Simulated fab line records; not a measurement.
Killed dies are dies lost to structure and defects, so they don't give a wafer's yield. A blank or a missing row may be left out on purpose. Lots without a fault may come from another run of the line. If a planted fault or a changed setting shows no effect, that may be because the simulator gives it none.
Matching of chambers | flow gf180mcu | GF_V2_CVD_02 on pecvd-03: 3 sister chambers
The step deposits SiO2 from TEOS, target thk 850 nm, time 94.851 s. 6 wafers are shown with their chamber, then 7 later ones without.

## WAFERS PAIRED WITH THEIR CHAMBERS
wafer  | chamber | heaterPowerW (W)
L080.6 | 2       | 619
L082.1 | 2       | 672
L082.2 | 0       | 519
L082.3 | 1       | 736
L082.4 | 0       | 553
L082.5 | 1       | 808

## WAFERS WITHOUT THEIR CHAMBER
wafer  | heaterPowerW (W)
L082.6 | 534
L089.3 | 596
L089.4 | 551
L089.6 | 643
L094.1 | 684
L094.2 | 630
L094.4 | 694

## CHAMBER TAKEN BY EACH
wafer  | from the rows above     | in truth
L082.6 | 0                       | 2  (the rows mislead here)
L089.3 | can't be placed: 2 or 0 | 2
L089.4 | 0                       | 0
L089.6 | 2                       | 2
L094.1 | can't be placed: 2 or 1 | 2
L094.2 | 2                       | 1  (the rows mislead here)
L094.4 | can't be placed: 2 or 1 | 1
Correct placement for 2 of the 7. Cannot be placed on the basis of these rows: 3; the candidates contain the true chamber in 3. Placed wrongly: 2.
How it was worked out, from the rows above alone: a wafer's distance from a chamber is the root of the sum, over the readings, of the square of ((its reading less the chamber's mean) divided by the reading's scatter). If the next closest chamber is less than 2 further off than the closest, the wafer can't be placed; otherwise it belongs to the closest. A chamber's mean is the mean of its shown wafers. How the scatter is found: for the shown wafers, subtract from each reading the mean of its chamber, square and add these, divide the total by (wafers less chambers), then take the root.
